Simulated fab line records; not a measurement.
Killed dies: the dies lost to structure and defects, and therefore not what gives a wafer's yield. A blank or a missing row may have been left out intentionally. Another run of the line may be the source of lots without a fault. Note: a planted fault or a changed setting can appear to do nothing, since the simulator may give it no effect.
What tool caused it? / flow gf180mcu / 12 lots, 36 wafers sampled, at 5 steps of a route of 602

WHAT EACH GAUGE READ, for each wafer
GF_HV_LDD_CD_MEAS_07 targets a cd of 400 nm. Usual: 400.0 nm for cdNm, sd 2.6.
lot=L192; measured=day 10 22:05; on=cdSem-02; cdNm (nm)=401.2 398.0 398.7; flag=
lot=L194; measured=day 11 03:25; on=cdSem-01; cdNm (nm)=402.6 402.7 400.9; flag=
lot=L195; measured=day 11 10:53; on=cdSem-02; cdNm (nm)=398.8 400.7 400.8; flag=
lot=L196; measured=day 11 15:59; on=cdSem-01; cdNm (nm)=406.8 404.1 405.4; flag=
lot=L197; measured=day 12 04:13; on=cdSem-01; cdNm (nm)=399.5 397.2 398.2; flag=
lot=L198; measured=day 12 14:01; on=cdSem-02; cdNm (nm)=402.6 400.8 400.6; flag=
lot=L199; measured=day 12 18:17; on=cdSem-01; cdNm (nm)=401.1 399.2 401.4; flag=
lot=L200; measured=day 13 01:52; on=cdSem-02; cdNm (nm)=400.0 399.3 398.3; flag=
lot=L209; measured=day 15 19:35; on=cdSem-01; cdNm (nm)=400.4 400.1 401.4; flag=
lot=L210; measured=day 16 04:43; on=cdSem-01; cdNm (nm)=399.7 400.7 400.5; flag=
lot=L211; measured=day 16 11:20; on=cdSem-01; cdNm (nm)=398.3 398.4 397.6; flag=
lot=L213; measured=day 17 02:16; on=cdSem-02; cdNm (nm)=399.2 398.7 398.9; flag=

GF_HV_LDD_TW_MEAS_50. Usual: HV_LDD_4_TW 567, standard deviation 4.8.
lot=L192; measured=day 13 08:26; on=filmMetro-03; HV_LDD_4_TW=569 562 565; flag=
lot=L194; measured=day 13 15:28; on=filmMetro-02; HV_LDD_4_TW=566 570 564; flag=
lot=L195; measured=day 13 23:45; on=filmMetro-01; HV_LDD_4_TW=560 562 562; flag=
lot=L196; measured=day 14 04:26; on=filmMetro-02; HV_LDD_4_TW=575 573 572; flag=
lot=L197; measured=day 14 19:03; on=filmMetro-01; HV_LDD_4_TW=561 563 560; flag=
lot=L198; measured=day 15 05:38; on=filmMetro-02; HV_LDD_4_TW=576 570 573; flag=
lot=L199; measured=day 15 10:03; on=filmMetro-01; HV_LDD_4_TW=497 493 499; flag=OFF
lot=L200; measured=day 15 18:18; on=filmMetro-01; HV_LDD_4_TW=494 496 496; flag=OFF
lot=L209; measured=day 18 18:23; on=filmMetro-01; HV_LDD_4_TW=557 561 562; flag=
lot=L210; measured=day 19 01:30; on=filmMetro-02; HV_LDD_4_TW=567 568 568; flag=
lot=L211; measured=day 19 09:35; on=filmMetro-02; HV_LDD_4_TW=567 567 570; flag=
lot=L213; measured=day 20 01:31; on=filmMetro-01; HV_LDD_4_TW=567 569 566; flag=

WHAT TOOL EACH LOT RAN ON (gives the tool, then ch and the chambers of the sampled wafers, and finally the start)
lot=L192; GF_HV_LDD_STRIP_22=plasmaAsher-02 ch 0,1, day 11 17:13; GF_HV_LDD_IMPLANT_48=implanter-01 ch 0, day 13 08:12; GF_HV_LDD_STRIP_49=plasmaAsher-04 ch 0,1, day 13 08:20
lot=L194; GF_HV_LDD_STRIP_22=plasmaAsher-01 ch 0,1, day 11 23:10; GF_HV_LDD_IMPLANT_48=implanter-02 ch 0, day 13 15:13; GF_HV_LDD_STRIP_49=plasmaAsher-02 ch 0,1, day 13 15:22
lot=L195; GF_HV_LDD_STRIP_22=plasmaAsher-04 ch 0,1, day 12 06:24; GF_HV_LDD_IMPLANT_48=implanter-03 ch 0, day 13 23:33; GF_HV_LDD_STRIP_49=plasmaAsher-01 ch 0,1, day 13 23:39
lot=L196; GF_HV_LDD_STRIP_22=plasmaAsher-04 ch 0,1, day 12 11:57; GF_HV_LDD_IMPLANT_48=implanter-02 ch 0, day 14 04:12; GF_HV_LDD_STRIP_49=plasmaAsher-04 ch 1, day 14 04:19
lot=L197; GF_HV_LDD_STRIP_22=plasmaAsher-02 ch 0,1, day 13 00:32; GF_HV_LDD_IMPLANT_48=implanter-03 ch 0, day 14 18:48; GF_HV_LDD_STRIP_49=plasmaAsher-04 ch 0,1, day 14 18:57
lot=L198; GF_HV_LDD_STRIP_22=plasmaAsher-01 ch 0,1, day 13 10:00; GF_HV_LDD_IMPLANT_48=implanter-01 ch 0, day 15 05:23; GF_HV_LDD_STRIP_49=plasmaAsher-04 ch 0,1, day 15 05:32
lot=L199; GF_HV_LDD_STRIP_22=plasmaAsher-01 ch 0,1, day 13 14:46; GF_HV_LDD_IMPLANT_48=implanter-03 ch 0, day 15 09:48; GF_HV_LDD_STRIP_49=plasmaAsher-04 ch 0,1, day 15 09:57
lot=L200; GF_HV_LDD_STRIP_22=plasmaAsher-01 ch 0,1, day 13 22:24; GF_HV_LDD_IMPLANT_48=implanter-03 ch 0, day 15 18:03; GF_HV_LDD_STRIP_49=plasmaAsher-02 ch 0,1, day 15 18:12
lot=L209; GF_HV_LDD_STRIP_22=plasmaAsher-01 ch 0,1, day 16 18:44; GF_HV_LDD_IMPLANT_48=implanter-01 ch 0, day 18 18:08; GF_HV_LDD_STRIP_49=plasmaAsher-04 ch 0,1, day 18 18:16
lot=L210; GF_HV_LDD_STRIP_22=plasmaAsher-04 ch 0,1, day 17 02:50; GF_HV_LDD_IMPLANT_48=implanter-03 ch 0, day 19 01:15; GF_HV_LDD_STRIP_49=plasmaAsher-01 ch 0,1, day 19 01:24
lot=L211; GF_HV_LDD_STRIP_22=plasmaAsher-02 ch 0,1, day 17 09:29; GF_HV_LDD_IMPLANT_48=implanter-03 ch 0, day 19 09:21; GF_HV_LDD_STRIP_49=plasmaAsher-02 ch 0,1, day 19 09:29
lot=L213; GF_HV_LDD_STRIP_22=plasmaAsher-01 ch 0,1, day 18 01:16; GF_HV_LDD_IMPLANT_48=implanter-03 ch 0, day 20 01:18; GF_HV_LDD_STRIP_49=plasmaAsher-04 ch 0,1, day 20 01:26
- GF_HV_LDD_STRIP_22: strips in O2/N2.
- GF_HV_LDD_IMPLANT_48
- GF_HV_LDD_STRIP_49: strips in O2/N2.

WHAT THE TOOLS THEMSELVES READ (means of the sampled wafers that have a number; where no wafer has one, the mark that the record gives instead)
GF_HV_LDD_STRIP_22. Usual: chamberPressureMTorr 1500.1 mTorr, standard deviation 1.3; drypumpMotorCurrentA 5.9 A, standard deviation 0.43; heaterPowerW 332 W, standard deviation 19; oesProductAu 0.716 a.u., standard deviation 0.0043; stripTimeToEndpointS 12.63 s, standard deviation 0.036.
lot=L192; tool=plasmaAsher-02; chamberPressureMTorr (mTorr)=1499.8; drypumpMotorCurrentA (A)=6.4; heaterPowerW (W)=328; oesProductAu (a.u.)=0.714; stripTimeToEndpointS (s)=12.62; flag=
lot=L194; tool=plasmaAsher-01; chamberPressureMTorr (mTorr)=1499.4; drypumpMotorCurrentA (A)=5.9; heaterPowerW (W)=316; oesProductAu (a.u.)=0.718; stripTimeToEndpointS (s)=12.60; flag=
lot=L195; tool=plasmaAsher-04; chamberPressureMTorr (mTorr)=1500.4; drypumpMotorCurrentA (A)=5.8; heaterPowerW (W)=332; oesProductAu (a.u.)=0.718; stripTimeToEndpointS (s)=12.58; flag=
lot=L196; tool=plasmaAsher-04; chamberPressureMTorr (mTorr)=1500.2; drypumpMotorCurrentA (A)=5.8; heaterPowerW (W)=344; oesProductAu (a.u.)=0.711; stripTimeToEndpointS (s)=12.62; flag=
lot=L197; tool=plasmaAsher-02; chamberPressureMTorr (mTorr)=1501.0; drypumpMotorCurrentA (A)=6.4; heaterPowerW (W)=328; oesProductAu (a.u.)=0.719; stripTimeToEndpointS (s)=12.59; flag=
lot=L198; tool=plasmaAsher-01; chamberPressureMTorr (mTorr)=1500.8; drypumpMotorCurrentA (A)=5.6; heaterPowerW (W)=322; oesProductAu (a.u.)=0.714; stripTimeToEndpointS (s)=12.68; flag=
lot=L199; tool=plasmaAsher-01; chamberPressureMTorr (mTorr)=1501.9; drypumpMotorCurrentA (A)=5.6; heaterPowerW (W)=316; oesProductAu (a.u.)=0.721; stripTimeToEndpointS (s)=12.61; flag=
lot=L200; tool=plasmaAsher-01; chamberPressureMTorr (mTorr)=1499.7; drypumpMotorCurrentA (A)=5.9; heaterPowerW (W)=320; oesProductAu (a.u.)=0.718; stripTimeToEndpointS (s)=12.66; flag=
lot=L209; tool=plasmaAsher-01; chamberPressureMTorr (mTorr)=1500.2; drypumpMotorCurrentA (A)=5.9; heaterPowerW (W)=312; oesProductAu (a.u.)=0.715; stripTimeToEndpointS (s)=12.57; flag=
lot=L210; tool=plasmaAsher-04; chamberPressureMTorr (mTorr)=1500.8; drypumpMotorCurrentA (A)=5.8; heaterPowerW (W)=344; oesProductAu (a.u.)=0.716; stripTimeToEndpointS (s)=12.61; flag=
lot=L211; tool=plasmaAsher-02; chamberPressureMTorr (mTorr)=1499.4; drypumpMotorCurrentA (A)=6.4; heaterPowerW (W)=330; oesProductAu (a.u.)=0.715; stripTimeToEndpointS (s)=12.66; flag=
lot=L213; tool=plasmaAsher-01; chamberPressureMTorr (mTorr)=1500.2; drypumpMotorCurrentA (A)=5.9; heaterPowerW (W)=314; oesProductAu (a.u.)=0.717; stripTimeToEndpointS (s)=12.63; flag=

GF_HV_LDD_IMPLANT_48. Usual: doseIonsCm2 2.9999e+13, standard deviation 2.8e+10; faradayCurrentUA 169, standard deviation 3.8.
lot=L192 tool=implanter-01 doseIonsCm2=3.0009e+13 faradayCurrentUA=167 flag=
lot=L194 tool=implanter-02 doseIonsCm2=3.0001e+13 faradayCurrentUA=168 flag=
lot=L195 tool=implanter-03 doseIonsCm2=2.9991e+13 faradayCurrentUA=170 flag=
lot=L196 tool=implanter-02 doseIonsCm2=3.0021e+13 faradayCurrentUA=170 flag=
lot=L197 tool=implanter-03 doseIonsCm2=2.9951e+13 faradayCurrentUA=171 flag=
lot=L198 tool=implanter-01 doseIonsCm2=3.0031e+13 faradayCurrentUA=173 flag=
lot=L199 tool=implanter-03 doseIonsCm2=1.9848e+13 faradayCurrentUA=113 flag=OFF
lot=L200 tool=implanter-03 doseIonsCm2=1.9882e+13 faradayCurrentUA=112 flag=OFF
lot=L209 tool=implanter-01 doseIonsCm2=3.0017e+13 faradayCurrentUA=171 flag=
lot=L210 tool=implanter-03 doseIonsCm2=3.0012e+13 faradayCurrentUA=167 flag=
lot=L211 tool=implanter-03 doseIonsCm2=3.0013e+13 faradayCurrentUA=169 flag=
lot=L213 tool=implanter-03 doseIonsCm2=2.9969e+13 faradayCurrentUA=172 flag=

GF_HV_LDD_STRIP_49. Usual: chamberPressureMTorr 1499.9 mTorr, standard deviation 1.3; drypumpMotorCurrentA 5.9 A, standard deviation 0.41; heaterPowerW 335 W, standard deviation 19; oesProductAu 0.716 a.u., standard deviation 0.0048; stripTimeToEndpointS 12.64 s, standard deviation 0.031.
lot=L192; tool=plasmaAsher-04; chamberPressureMTorr (mTorr)=1500.1; drypumpMotorCurrentA (A)=5.8; heaterPowerW (W)=335; oesProductAu (a.u.)=0.714; stripTimeToEndpointS (s)=12.60; flag=
lot=L194; tool=plasmaAsher-02; chamberPressureMTorr (mTorr)=1500.2; drypumpMotorCurrentA (A)=6.4; heaterPowerW (W)=329; oesProductAu (a.u.)=0.716; stripTimeToEndpointS (s)=12.63; flag=
lot=L195; tool=plasmaAsher-01; chamberPressureMTorr (mTorr)=1500.4; drypumpMotorCurrentA (A)=5.5; heaterPowerW (W)=320; oesProductAu (a.u.)=0.724; stripTimeToEndpointS (s)=12.62; flag=
lot=L196; tool=plasmaAsher-04; chamberPressureMTorr (mTorr)=1499.3; drypumpMotorCurrentA (A)=5.8; heaterPowerW (W)=346; oesProductAu (a.u.)=0.718; stripTimeToEndpointS (s)=12.66; flag=
lot=L197; tool=plasmaAsher-04; chamberPressureMTorr (mTorr)=1499.7; drypumpMotorCurrentA (A)=5.8; heaterPowerW (W)=344; oesProductAu (a.u.)=0.713; stripTimeToEndpointS (s)=12.65; flag=
lot=L198; tool=plasmaAsher-04; chamberPressureMTorr (mTorr)=1500.7; drypumpMotorCurrentA (A)=5.8; heaterPowerW (W)=339; oesProductAu (a.u.)=0.716; stripTimeToEndpointS (s)=12.62; flag=
lot=L199; tool=plasmaAsher-04; chamberPressureMTorr (mTorr)=1499.7; drypumpMotorCurrentA (A)=5.8; heaterPowerW (W)=337; oesProductAu (a.u.)=0.717; stripTimeToEndpointS (s)=12.63; flag=
lot=L200; tool=plasmaAsher-02; chamberPressureMTorr (mTorr)=1499.0; drypumpMotorCurrentA (A)=6.1; heaterPowerW (W)=346; oesProductAu (a.u.)=0.718; stripTimeToEndpointS (s)=12.64; flag=
lot=L209; tool=plasmaAsher-04; chamberPressureMTorr (mTorr)=1499.6; drypumpMotorCurrentA (A)=5.8; heaterPowerW (W)=335; oesProductAu (a.u.)=0.720; stripTimeToEndpointS (s)=12.66; flag=
lot=L210; tool=plasmaAsher-01; chamberPressureMTorr (mTorr)=1499.9; drypumpMotorCurrentA (A)=5.9; heaterPowerW (W)=317; oesProductAu (a.u.)=0.716; stripTimeToEndpointS (s)=12.62; flag=
lot=L211; tool=plasmaAsher-02; chamberPressureMTorr (mTorr)=1500.6; drypumpMotorCurrentA (A)=6.3; heaterPowerW (W)=331; oesProductAu (a.u.)=0.714; stripTimeToEndpointS (s)=12.58; flag=
lot=L213; tool=plasmaAsher-04; chamberPressureMTorr (mTorr)=1500.1; drypumpMotorCurrentA (A)=5.8; heaterPowerW (W)=342; oesProductAu (a.u.)=0.720; stripTimeToEndpointS (s)=12.64; flag=

THE ANSWER, worked out from the rows above alone
Rule: a lot is off if the mean of its wafers that have a number lies more than 3 standard deviations from the usual mean. Also off: a lot with no number at a reading for which 4 or more lots have one. Any other lot the step has rows for is counted as sound. After the gauges, taken in route order, come the tools' own readings; for these a lot's mean is taken, as printed above. The first step at which some lot is off is used, and at that step the reading that is off furthest; a lot without a number counts as furthest.
Off: at GF_HV_LDD_TW_MEAS_50 (HV_LDD_4_TW), L199, L200.
A tool fits if, at a process step before that reading, it ran every lot that is off, and no sound lot after the first of them. Not tried: the gauges at GF_HV_LDD_TW_MEAS_50; whatever is off there is also off at GF_HV_LDD_IMPLANT_48, on other tools, and gauge error can't account for it. No candidate that was tried fits.

WHAT WAS PUT IN BY THE SIMULATOR
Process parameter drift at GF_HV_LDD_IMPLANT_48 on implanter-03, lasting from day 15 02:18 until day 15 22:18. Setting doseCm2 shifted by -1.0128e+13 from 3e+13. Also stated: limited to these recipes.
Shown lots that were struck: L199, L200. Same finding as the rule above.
